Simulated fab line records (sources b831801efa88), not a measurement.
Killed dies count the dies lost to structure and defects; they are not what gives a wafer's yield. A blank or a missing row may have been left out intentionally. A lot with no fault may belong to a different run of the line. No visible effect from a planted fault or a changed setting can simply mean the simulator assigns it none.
fab line records	flow sfqLine
record lots=5	wafers=23
route steps=325 shown I4@171 JJ@180 M5@202 R5@217 I5@232 C5@243 M6@252
startH: start of the lot's first displayed wafer, in hours after the record's first day	waitH: hours since the lot's step before	" repeats the value in the row above	L1.1+2: a single row standing in for several wafers	- either no value or no given start	* or withheld: withheld	< > ~ a bound
route shown NAME@n: NAME is a module with steps in the file, n the number in the route of the first one	usual: average and standard deviation across the fault-free wafers	same: alike in all rows	chamber/n: place in a boat	sites: each site's reading	_std_site: standard deviation of those values	_edge_site: mean of outer sites minus mean of inner sites	radiusMm: for every site, how far away it sits from the centre of the wafer	mask NAME#n: copy n	behind: the last tool/chamber to shape the wafer	hold: why the lot was held/for how many hours/how that ended	device: transistor that didn't switch, given as n, p or np	end of line: tests of these same wafers at the route's end	for a step that has no rows: nothing shown but its recipe	killed: not the wafer's yield, but the dies lost to structure and defects at the first sort	map: a wafer's dies, marking killed ones x, the rest . and places with no die _
set.NAME: the run value of the setting; set.NAME@STEP: its run value at that earlier step	model.NAME: the simulator's own value behind a step, which no gauge read
one table per step and one row per wafer, for lots whose settings were changed on purpose
## steps
# step SFQ_TRILAYER_I4_VIA_LITHO_PEB_106
# recipe pebTempC=115	pebTimeS=60	resist=KrF
lot.wafer	tool	chamber	startH	waitH	set.pebTimeS
L075.1+3+6	lithoTrack-04	0	1324.82	1.0	60
L076.1+3+4	lithoTrack-02	0	1332.02	1.0	63.01
L076.2+5	"	0	"	"	60
L079.1+4	lithoTrack-02	0	1341.62	1.0	54.09
L079.2+5+6	"	0	"	"	60
L082.1+4+5	lithoTrack-02	0	1357.19	1.0	60
L082.3+6	"	0	"	"	52.49
L085.1+5+6	lithoTrack-04	0	1381.19	1.0	60
L085.3+4	"	0	"	"	67.83
# step SFQ_TRILAYER_I4_VIA_LITHO_DEVELOP_105
# recipe timeS=60	resist=KrF
# step SFQ_TRILAYER_I4_VIA_BARC_OPEN_VIA_ETCH_146
# recipe maskMaterial=PR	chemistry=O2	targetDepthNm=125	target=BARC	sourceW=500	biasW=80	pressureMtorr=30	timeS=41.7
lot.wafer	tool	chamber	startH	waitH	set.pebTimeS@TRILAYER_I4_VIA_LITHO_PEB_106	model.I4.cdNm
L075.1	rieDiel-01	0	1325.15	0.0	60	701.1
L075.3	"	2	"	"	60	698.6
L075.6	"	1	"	"	60	699.4
L076.1	rieDiel-01	1	1332.35	0.0	63.01	707.7
L076.2	"	3	"	"	60	699.8
L076.3	"	0	"	"	63.01	708.3
L076.4	"	2	"	"	63.01	706.5
L076.5	"	3	"	"	60	700.3
L079.1	rieDiel-01	1	1341.95	0.0	54.09	685.3
L079.2	"	2	"	"	60	702.1
L079.4	"	0	"	"	54.09	687.3
L079.5	"	3	"	"	60	701.8
L079.6	"	2	"	"	60	699.9
L082.1	rieDiel-01	2	1357.52	0.0	60	701.9
L082.3	"	0	"	"	52.49	681.9
L082.4	"	1	"	"	60	699.8
L082.5	"	2	"	"	60	701.6
L082.6	"	3	"	"	52.49	681.1
L085.1	rieDiel-01	3	1381.52	0.0	60	699.4
L085.3	"	0	"	"	67.83	717.7
L085.4	"	2	"	"	67.83	717.9
L085.5	"	2	"	"	60	701.4
L085.6	"	3	"	"	60	699.6
# step SFQ_TRILAYER_I4_VIA_ETCH_VIA_ETCH_106
# recipe target=SiO2	stopOn=Nb	maskMaterial=PR	taperDeg=20	chemistry=CHF3	targetDepthNm=260	sourceW=500	biasW=80	pressureMtorr=30	timeS=withheld
lot.wafer	tool	chamber	startH	waitH	set.leaveAboveRefNm@TRILAYER_I4_CMP_CMP_100	set.pebTimeS@TRILAYER_I4_VIA_LITHO_PEB_106	model.I4.featureDepthNm	model.I4.cdNm
L075.1	rieDiel-01	0	1325.19	0.0	200	*	197.4	700.4
L075.3	"	2	"	"	200	*	199.1	700.7
L075.6	"	1	"	"	200	*	199.1	698.7
L076.1	rieDiel-01	1	1332.39	0.0	200	*	199.9	706.3
L076.2	"	3	"	"	207	*	208	701.5
L076.3	"	0	"	"	200	*	201.2	706.2
L076.4	"	2	"	"	207	*	209.5	707.5
L076.5	"	3	"	"	207	*	208	701.6
L079.1	rieDiel-01	1	1341.99	0.0	200	*	197.7	683.3
L079.2	"	2	"	"	200	*	200.9	703.1
L079.4	"	0	"	"	200	*	201.7	685.2
L079.5	"	3	"	"	200	*	198.5	702.7
L079.6	"	2	"	"	200	*	201.2	701.2
L082.1	rieDiel-01	2	1357.56	0.0	200	*	201	702.9
L082.3	"	0	"	"	200	*	199.3	682.2
L082.4	"	1	"	"	200	*	200	700
L082.5	"	2	"	"	200	*	200.6	704.2
L082.6	"	3	"	"	200	*	199.9	683.7
L085.1	rieDiel-01	3	1381.56	0.0	213.4	*	212.1	703.8
L085.3	"	0	"	"	213.4	*	215.7	717.5
L085.4	"	2	"	"	200	*	200.2	719.3
L085.5	"	2	"	"	213.4	*	212	702.5
L085.6	"	3	"	"	200	*	198.6	704.9
# step SFQ_TRILAYER_JJ_TRILAYER_DEP_SPUTTER_110
# recipe material=Al	basePressurePa=1.33e-06	targetThkNm=8	powerW=500	timeS=10	chamberPressurePa=0.4
lot.wafer	tool	chamber	startH	waitH	set.timeS	model.Al_of_TRILAYER_JJ_TRILAYER_DEP_SPUTTER_110.thkNm
L075.1	pvdSputter-03	-	1326.18	0.0	10	7.808
L075.3	"	-	"	"	10	8.048
L075.6	"	-	"	"	10	8.159
L076.1	pvdSputter-03	-	1333.38	0.0	10	8.115
L076.2	"	-	"	"	10	7.72
L076.3	"	-	"	"	10	7.814
L076.4	"	-	"	"	10	8.123
L076.5	"	-	"	"	10	8.034
L079.1	pvdSputter-04	-	1342.98	0.0	10	8.148
L079.2	"	-	"	"	10	8.122
L079.4	"	-	"	"	10.76	8.97
L079.5	"	-	"	"	10.76	8.757
L079.6	"	-	"	"	10.76	8.961
L082.1	pvdSputter-03	-	1358.77	0.0	9.152	7.373
L082.3	"	-	"	"	9.152	7.149
L082.4	"	-	"	"	10	8.082
L082.5	"	-	"	"	10	8.086
L082.6	"	-	"	"	10	7.83
L085.1	pvdSputter-05	-	1382.55	0.0	10	7.787
L085.3	"	-	"	"	10	7.898
L085.4	"	-	"	"	10	7.67
L085.5	"	-	"	"	10	7.878
L085.6	"	-	"	"	10	8.009
# step SFQ_TRILAYER_JJ_CE_LITHO_COAT_114
# recipe resist=KrF	spinRpm=3000	resistThkNm=600
lot.wafer	tool	chamber	startH	waitH	set.resistThkNm	model.KrF_of_TRILAYER_JJ_CE_LITHO_COAT_114.thkNm
L075.1	lithoTrack-03	0	1327.76	0.2	600	601.5
L075.3	"	0	"	"	600	600.4
L075.6	"	0	"	"	600	600.2
L076.1	lithoTrack-04	0	1334.96	0.2	576.6	577.6
L076.2	"	0	"	"	600	599.8
L076.3	"	0	"	"	600	601.1
L076.4	"	0	"	"	576.6	577.9
L076.5	"	0	"	"	576.6	576.6
L079.1	lithoTrack-03	0	1344.56	0.2	579.1	578.6
L079.2	"	0	"	"	579.1	578.5
L079.4	"	0	"	"	600	598.4
L079.5	"	0	"	"	600	598.5
L079.6	"	0	"	"	579.1	577.7
L082.1	lithoTrack-04	0	1360.35	0.2	623.9	627
L082.3	"	0	"	"	600	601.6
L082.4	"	0	"	"	623.9	625.6
L082.5	"	0	"	"	600	601
L082.6	"	0	"	"	623.9	626.7
L085.1	lithoTrack-04	0	1384.14	0.2	600	599.2
L085.3+5	"	0	"	"	600	600
L085.4	"	0	"	"	600	599.6
L085.6	"	0	"	"	600	599
# step SFQ_TRILAYER_JJ_CE_LITHO_SOFTBAKE_118
# recipe tempC=withheld	timeS=withheld	resist=KrF
# step SFQ_TRILAYER_JJ_CE_LITHO_EXPOSE_115
# recipe maskId=J5	na=0.6	sourceShape=conventional	sigmaOuter=0.65	targetCdNm=700	doseMj=14.4
# step SFQ_TRILAYER_JJ_CE_METRO_MEASURE_117
# step SFQ_TRILAYER_JJ_CE_BARC_OPEN_RIE_150
# recipe maskMaterial=PR	chemistry=O2	targetDepthNm=240	target=BARC	icpW=600	biasW=80	pressureMtorr=10	timeS=80
# step SFQ_TRILAYER_JJ_CE_ETCH_RIE_118
# recipe target=Nb	stopOn=Al2O3	maskMaterial=PR	taperDeg=13.257	overEtchFrac=0.15	timeS=97.7	chemistry=SF6	targetDepthNm=170	icpW=600	biasW=80	pressureMtorr=10.16
lot.wafer	tool	chamber	startH	waitH	set.resistThkNm@TRILAYER_JJ_CE_LITHO_COAT_114	model.KrF_of_TRILAYER_JJ_CE_LITHO_COAT_114.thkNm
L075.1	rieMetal-01	0	1332.05	0.1	600	479.9
L075.3	"	1	"	"	600	480.1
L075.6	"	1	"	"	600	480.5
L076.1	rieMetal-02	0	1338.24	0.1	576.6	451.6
L076.2	"	1	"	"	600	475.9
L076.3	"	0	"	"	600	475.1
L076.4	"	1	"	"	576.6	453.2
L076.5	"	1	"	"	576.6	451.8
L079.1	rieMetal-01	1	1347.84	0.1	579.1	458.9
L079.2	"	0	"	"	579.1	457.3
L079.4+5	"	0,1	"	"	600	477.6
L079.6	"	0	"	"	579.1	456.4
L082.1	rieMetal-02	0	1363.99	0.2	623.9	500.3
L082.3	"	0	"	"	600	474.7
L082.4	"	0	"	"	623.9	499.6
L082.5	"	0	"	"	600	474.4
L082.6	"	0	"	"	623.9	500.6
L085.1	rieMetal-01	1	1387.41	0.1	600	477.8
L085.3	"	1	"	"	600	479.7
L085.4	"	0	"	"	600	477.6
L085.5	"	0	"	"	600	478.3
L085.6	"	1	"	"	600	477.7
# step SFQ_TRILAYER_M5_LITHO_PEB_126
# recipe pebTempC=115	pebTimeS=60	resist=KrF
lot.wafer	tool	chamber	startH	waitH	set.pebTempC
L075.1+3+6	lithoTrack-03	0	1474.74	1.0	115
L076.1+2+5	lithoTrack-04	0	1479.54	1.0	111.8
L076.3+4	"	0	"	"	115
L079.1+2+4+5+6	lithoTrack-02	0	1491.62	1.0	115
L082.1+5+6	lithoTrack-04	0	1510.82	1.0	117.3
L082.3+4	"	0	"	"	115
L085.1+3+4+5+6	lithoTrack-04	0	1535.23	1.0	115
# step SFQ_TRILAYER_M5_LITHO_DEVELOP_125
# recipe timeS=60	resist=KrF
# step SFQ_TRILAYER_M5_BARC_OPEN_METAL_ETCH_161
# recipe maskMaterial=PR	chemistry=O2	targetDepthNm=125	target=BARC	icpW=600	biasW=82.76	pressureMtorr=10	timeS=41.7
lot.wafer	tool	chamber	startH	waitH	set.pebTempC@TRILAYER_M5_LITHO_PEB_126	model.M5.cdNm
L075.1	rieMetal-04	1	1475.08	0.0	115	701.6
L075.3	"	1	"	"	115	700.2
L075.6	"	1	"	"	115	699.6
L076.1	rieMetal-03	1	1479.88	0.0	111.8	763.9
L076.2	"	0	"	"	111.8	765.1
L076.3	"	1	"	"	115	698.1
L076.4	"	0	"	"	115	697.9
L076.5	"	1	"	"	111.8	764.6
L079.1	rieMetal-02	0	1491.96	0.0	115	697.9
L079.2	"	1	"	"	115	699.9
L079.4	"	1	"	"	115	701.6
L079.5	"	0	"	"	115	696.7
L079.6	"	1	"	"	115	701.5
L082.1	rieMetal-03	1	1511.16	0.0	117.3	660.8
L082.3	"	1	"	"	115	698.7
L082.4	"	0	"	"	115	699.9
L082.5	"	1	"	"	117.3	661.2
L082.6	"	0	"	"	117.3	660.7
L085.1	rieMetal-04	0	1535.57	0.0	115	699.8
L085.3	"	0	"	"	115	699.5
L085.4	"	1	"	"	115	701.2
L085.5	"	1	"	"	115	701.9
L085.6	"	0	"	"	115	698.6
# step SFQ_TRILAYER_R5_LITHO_COAT_141
# recipe resist=BARC	spinRpm=3000	resistThkNm=62
lot.wafer	tool	chamber	startH	waitH	set.resistThkNm	model.BARC_of_TRILAYER_R5_LITHO_COAT_141.thkNm
L075.1	lithoTrack-03	0	1484.87	0.1	62	62.08
L075.3	"	0	"	"	62	61.76
L075.6	"	0	"	"	62	61.77
L076.1	lithoTrack-01	0	1487.87	0.1	62	62.03
L076.2	"	0	"	"	62	61.95
L076.3	"	0	"	"	64.8	64.89
L076.4	"	0	"	"	64.8	64.99
L076.5	"	0	"	"	64.8	64.87
L079.1	lithoTrack-03	0	1497.55	0.1	62	61.98
L079.2+6	"	0	"	"	62	61.9
L079.4	"	0	"	"	62	62.2
L079.5	"	0	"	"	62	62.14
L082.1	lithoTrack-02	0	1518.55	0.1	62	61.76
L082.3	"	0	"	"	62	61.9
L082.4	"	0	"	"	62	62.09
L082.5	"	0	"	"	62	62.05
L082.6	"	0	"	"	62	61.91
L085.1+3	lithoTrack-01	0	1544.27	0.1	62	62.08
L085.4	"	0	"	"	58.89	59.14
L085.5	"	0	"	"	62	62.33
L085.6	"	0	"	"	58.89	59.07
# step SFQ_TRILAYER_I5_LITHO_EXPOSE_145
# recipe maskId=I5	na=0.6	sourceShape=conventional	sigmaOuter=0.65	targetCdNm=700	doseMj=21.3
lot.wafer	tool	chamber	startH	waitH	mask	set.doseMj
L075.1+3+6	krfScanner-01	0	1491.23	-	I5#0	21.3
L076.1+2+4	krfScanner-01	0	1629.22	-	I5#0	21.3
L076.3+5	"	0	"	"	I5#0	19.77
L079.1+2+4	krfScanner-01	0	1739.26	-	I5#0	21.3
L079.5+6	"	0	"	"	I5#0	21.96
L082.1+4+5	krfScanner-01	0	1746.46	-	I5#0	19.9
L082.3+6	"	0	"	"	I5#0	21.3
L085.1+4+6	krfScanner-01	0	1751.26	-	I5#0	19.84
L085.3+5	"	0	"	"	I5#0	21.3
# step SFQ_TRILAYER_I5_LITHO_PEB_147
# recipe pebTempC=115	pebTimeS=60	resist=KrF
# step SFQ_TRILAYER_I5_LITHO_DEVELOP_146
# recipe timeS=60	resist=KrF
# step SFQ_TRILAYER_I5_BARC_OPEN_VIA_ETCH_200
# recipe maskMaterial=PR	chemistry=O2	targetDepthNm=125	target=BARC	sourceW=500	biasW=80	pressureMtorr=30	timeS=41.7
lot.wafer	tool	chamber	startH	waitH	set.doseMj@TRILAYER_I5_LITHO_EXPOSE_145	model.I5.cdNm
L075.1	rieDiel-01	2	1492.76	0.0	21.3	700.6
L075.3	"	0	"	"	21.3	699.4
L075.6	"	3	"	"	21.3	698.9
L076.1	rieDiel-04	1	1630.76	0.0	21.3	701.3
L076.2	"	0	"	"	21.3	701.4
L076.3	"	2	"	"	19.77	691.2
L076.4	"	3	"	"	21.3	703.9
L076.5	"	3	"	"	19.77	690.2
L079.1	rieDiel-04	3	1740.80	0.0	21.3	699.3
L079.2	"	0	"	"	21.3	698.8
L079.4	"	2	"	"	21.3	701.5
L079.5	"	3	"	"	21.96	705.6
L079.6	"	0	"	"	21.96	703.9
L082.1	rieDiel-03	1	1748.00	0.0	19.9	689.6
L082.3	"	2	"	"	21.3	700.5
L082.4	"	3	"	"	19.9	689
L082.5	"	0	"	"	19.9	689.5
L082.6	"	1	"	"	21.3	700.2
L085.1	rieDiel-01	2	1752.80	0.0	19.84	686.7
L085.3	"	1	"	"	21.3	700
L085.4	"	0	"	"	19.84	688.8
L085.5	"	0	"	"	21.3	699.4
L085.6	"	3	"	"	19.84	685.8
# step SFQ_TRILAYER_I5_ETCH_VIA_ETCH_147
# recipe stopOn=Nb	maskMaterial=PR	chemistry=CHF3	targetDepthNm=360	sourceW=500	biasW=80	pressureMtorr=30	timeS=withheld
lot.wafer	tool	chamber	startH	waitH	set.doseMj@TRILAYER_I5_LITHO_EXPOSE_145	model.I5.cdNm
L075.1	rieDiel-01	2	1492.80	0.0	21.3	697.7
L075.3	"	0	"	"	21.3	702.7
L075.6	"	3	"	"	21.3	696.9
L076.1	rieDiel-04	1	1630.80	0.0	21.3	702.3
L076.2	"	0	"	"	21.3	701.3
L076.3	"	2	"	"	19.77	693.2
L076.4	"	3	"	"	21.3	705
L076.5	"	3	"	"	19.77	691.4
L079.1	rieDiel-04	3	1740.84	0.0	21.3	698.2
L079.2	"	0	"	"	21.3	698.9
L079.4	"	2	"	"	21.3	702.3
L079.5	"	3	"	"	21.96	706.2
L079.6	"	0	"	"	21.96	705
L082.1	rieDiel-03	1	1748.04	0.0	19.9	684.8
L082.3	"	2	"	"	21.3	706.8
L082.4	"	3	"	"	19.9	692.9
L082.5	"	0	"	"	19.9	687
L082.6	"	1	"	"	21.3	696.8
L085.1	rieDiel-01	2	1752.84	0.0	19.84	683.7
L085.3	"	1	"	"	21.3	700.8
L085.4	"	0	"	"	19.84	688
L085.5	"	0	"	"	21.3	700.7
L085.6	"	3	"	"	19.84	686
# step SFQ_TRILAYER_C5_LITHO_EXPOSE_152
# recipe maskId=C5	na=0.6	sourceShape=conventional	sigmaOuter=0.65	targetCdNm=500	doseMj=21.3
lot.wafer	tool	chamber	startH	waitH	mask	set.doseMj
L075.1+3+6	krfScanner-02	0	1630.28	-	C5#0	21.3
L076.1+3+5	krfScanner-02	0	1633.98	-	C5#0	20.89
L076.2+4	"	0	"	"	C5#0	21.3
L079.1+4+5	krfScanner-02	0	1761.94	-	C5#0	20.05
L079.2+6	"	0	"	"	C5#0	21.3
L082.1+4	krfScanner-02	0	1766.74	-	C5#0	22.46
L082.3+5+6	"	0	"	"	C5#0	21.3
L085.1+3+4+5+6	krfScanner-02	0	1770.34	-	C5#0	21.3
# step SFQ_TRILAYER_C5_LITHO_PEB_154
# recipe pebTempC=116.1	pebTimeS=60	resist=KrF
# step SFQ_TRILAYER_C5_LITHO_DEVELOP_153
# recipe timeS=60	resist=KrF
# step SFQ_TRILAYER_C5_BARC_OPEN_VIA_ETCH_210
# recipe maskMaterial=PR	chemistry=O2	targetDepthNm=125	target=BARC	sourceW=500	biasW=80	pressureMtorr=30	timeS=41.7
lot.wafer	tool	chamber	startH	waitH	set.doseMj@TRILAYER_C5_LITHO_EXPOSE_152	model.C5.cdNm
L075.1	rieDiel-03	1	1631.82	0.0	21.3	517.4
L075.3	"	0	"	"	21.3	518.1
L075.6	"	0	"	"	21.3	517.3
L076.1	rieDiel-02	3	1635.52	0.0	20.89	514.7
L076.2	"	2	"	"	21.3	519.2
L076.3	"	1	"	"	20.89	515.8
L076.4	"	0	"	"	21.3	521.2
L076.5	"	3	"	"	20.89	516.1
L079.1	rieDiel-02	0	1763.48	0.0	20.05	506.5
L079.2	"	1	"	"	21.3	517.8
L079.4	"	2	"	"	20.05	507
L079.5	"	3	"	"	20.05	508
L079.6	"	0	"	"	21.3	516.8
L082.1	rieDiel-04	2	1768.28	0.0	22.46	524.9
L082.3+6	"	3,0	"	"	21.3	516.3
L082.4	"	1	"	"	22.46	526.2
L082.5	"	3	"	"	21.3	516
L085.1	rieDiel-02	3	1771.88	0.0	21.3	518.2
L085.3	"	1	"	"	21.3	519.1
L085.4	"	2	"	"	21.3	518
L085.5	"	0	"	"	21.3	517.8
L085.6	"	1	"	"	21.3	517.9
# step SFQ_TRILAYER_M6_DEP_SPUTTER_157
# recipe material=Nb	basePressurePa=1.33e-06	chamberPressurePa=0.1333	substrateTempC=20	targetThkNm=200	powerW=2000	timeS=133.3
lot.wafer	tool	chamber	startH	waitH	set.timeS	model.Nb_of_TRILAYER_M6_DEP_SPUTTER_157.thkNm
L075.1	pvdSputter-04	-	1632.71	0.0	133.3	205.5
L075.3	"	-	"	"	133.3	199.9
L075.6	"	-	"	"	133.3	204.3
L076.1	pvdSputter-06	-	1636.43	0.0	133.3	202.8
L076.2	"	-	"	"	133.3	200.2
L076.3	"	-	"	"	113.5	170.2
L076.4	"	-	"	"	113.5	171.3
L076.5	"	-	"	"	113.5	172
L079.1	pvdSputter-03	-	1764.59	0.0	122	183.1
L079.2	"	-	"	"	133.3	202.6
L079.4	"	-	"	"	122	181.4
L079.5	"	-	"	"	133.3	200.7
L079.6	"	-	"	"	122	184.8
L082.1	pvdSputter-03	-	1769.17	0.0	133.3	203.8
L082.3	"	-	"	"	133.3	202
L082.4	"	-	"	"	150.7	225.2
L082.5	"	-	"	"	150.7	228.7
L082.6	"	-	"	"	150.7	225.6
L085.1	pvdSputter-04	-	1772.77	0.0	133.3	200.8
L085.3	"	-	"	"	145.8	220.9
L085.4	"	-	"	"	145.8	222.1
L085.5	"	-	"	"	133.3	200.4
L085.6	"	-	"	"	145.8	224.1
# step SFQ_M6_RS_MEAS_938
# recipe thkMeasGauge=four-point-probe	reads=Nb_of_TRILAYER_M6_DEP_SPUTTER_157
# usual M6_NB_RS=0.885/0.011
lot.wafer	tool	chamber	startH	waitH	set.timeS@TRILAYER_M6_DEP_SPUTTER_157	M6_NB_RS[ohm/sq]
L075.1	filmMetro-04	-	1632.80	0.0	133.3	0.867
L075.3	"	-	"	"	133.3	0.892
L075.6	"	-	"	"	133.3	0.868
L076.1	filmMetro-04	-	1636.52	0.0	133.3	0.875
L076.2	"	-	"	"	133.3	0.887
L076.3	"	-	"	"	113.5	1.047
L076.4	"	-	"	"	113.5	1.040
L076.5	"	-	"	"	113.5	1.034
L079.1	filmMetro-03	-	1764.68	0.0	122	0.972
L079.2	"	-	"	"	133.3	0.877
L079.4	"	-	"	"	122	0.982
L079.5	"	-	"	"	133.3	0.886
L079.6	"	-	"	"	122	0.963
L082.1	filmMetro-04	-	1769.26	0.0	133.3	0.873
L082.3	"	-	"	"	133.3	0.882
L082.4	"	-	"	"	150.7	0.789
L082.5	"	-	"	"	150.7	0.779
L082.6	"	-	"	"	150.7	0.788
L085.1	filmMetro-04	-	1772.86	0.0	133.3	0.886
L085.3	"	-	"	"	145.8	0.804
L085.4	"	-	"	"	145.8	0.800
L085.5	"	-	"	"	133.3	0.888
L085.6	"	-	"	"	145.8	0.792
## key
split step=SFQ_TRILAYER_I4_VIA_LITHO_PEB_106	setting=pebTimeS	stated=60	by=wafer
response step=SFQ_TRILAYER_I4_VIA_BARC_OPEN_VIA_ETCH_146	reading=model.I4.cdNm	change=+1.47	per=1%	r=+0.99
response step=SFQ_TRILAYER_I4_VIA_ETCH_VIA_ETCH_106	reading=model.I4.cdNm	change=+1.42	per=1%	r=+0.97
split step=SFQ_TRILAYER_JJ_TRILAYER_DEP_SPUTTER_110	setting=timeS	stated=10	by=wafer
response step=SFQ_TRILAYER_JJ_TRILAYER_DEP_SPUTTER_110	reading=model.Al_of_TRILAYER_JJ_TRILAYER_DEP_SPUTTER_110.thkNm	change=+0.0929	per=1%	r=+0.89
split step=SFQ_TRILAYER_JJ_CE_LITHO_COAT_114	setting=resistThkNm	stated=600	by=wafer
response step=SFQ_TRILAYER_JJ_CE_LITHO_COAT_114	reading=model.KrF_of_TRILAYER_JJ_CE_LITHO_COAT_114.thkNm	change=+6.02	per=1%	r=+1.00
response step=SFQ_TRILAYER_JJ_CE_ETCH_RIE_118	reading=model.KrF_of_TRILAYER_JJ_CE_LITHO_COAT_114.thkNm	change=+6.08	per=1%	r=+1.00
split step=SFQ_TRILAYER_M5_LITHO_PEB_126	setting=pebTempC	stated=115	by=wafer
response step=SFQ_TRILAYER_M5_BARC_OPEN_METAL_ETCH_161	reading=model.M5.cdNm	change=-22.3	per=1%	r=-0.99
split step=SFQ_TRILAYER_R5_LITHO_COAT_141	setting=resistThkNm	stated=62	by=wafer
response step=SFQ_TRILAYER_R5_LITHO_COAT_141	reading=model.BARC_of_TRILAYER_R5_LITHO_COAT_141.thkNm	change=+0.628	per=1%	r=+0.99
split step=SFQ_TRILAYER_I5_LITHO_EXPOSE_145	setting=doseMj	stated=21.3	by=wafer
response step=SFQ_TRILAYER_I5_BARC_OPEN_VIA_ETCH_200	reading=model.I5.cdNm	change=+1.69	per=1%	r=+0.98
response step=SFQ_TRILAYER_I5_ETCH_VIA_ETCH_147	reading=model.I5.cdNm	change=+1.88	per=1%	r=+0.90
split step=SFQ_TRILAYER_C5_LITHO_EXPOSE_152	setting=doseMj	stated=21.3	by=wafer
response step=SFQ_TRILAYER_C5_BARC_OPEN_VIA_ETCH_210	reading=model.C5.cdNm	change=+1.76	per=1%	r=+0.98
split step=SFQ_TRILAYER_M6_DEP_SPUTTER_157	setting=timeS	stated=133.3	by=wafer
response step=SFQ_TRILAYER_M6_DEP_SPUTTER_157	reading=model.Nb_of_TRILAYER_M6_DEP_SPUTTER_157.thkNm	change=+2.03	per=1%	r=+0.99
response step=SFQ_M6_RS_MEAS_938	reading=M6_NB_RS	change=-0.00941	per=1%	r=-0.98
split outsideThisFile step=SFQ_TRILAYER_I4_CMP_CMP_100 setting=leaveAboveRefNm
# split outsideThisFile: this setting was split too, and the file shows its column; the key of that split is in another file
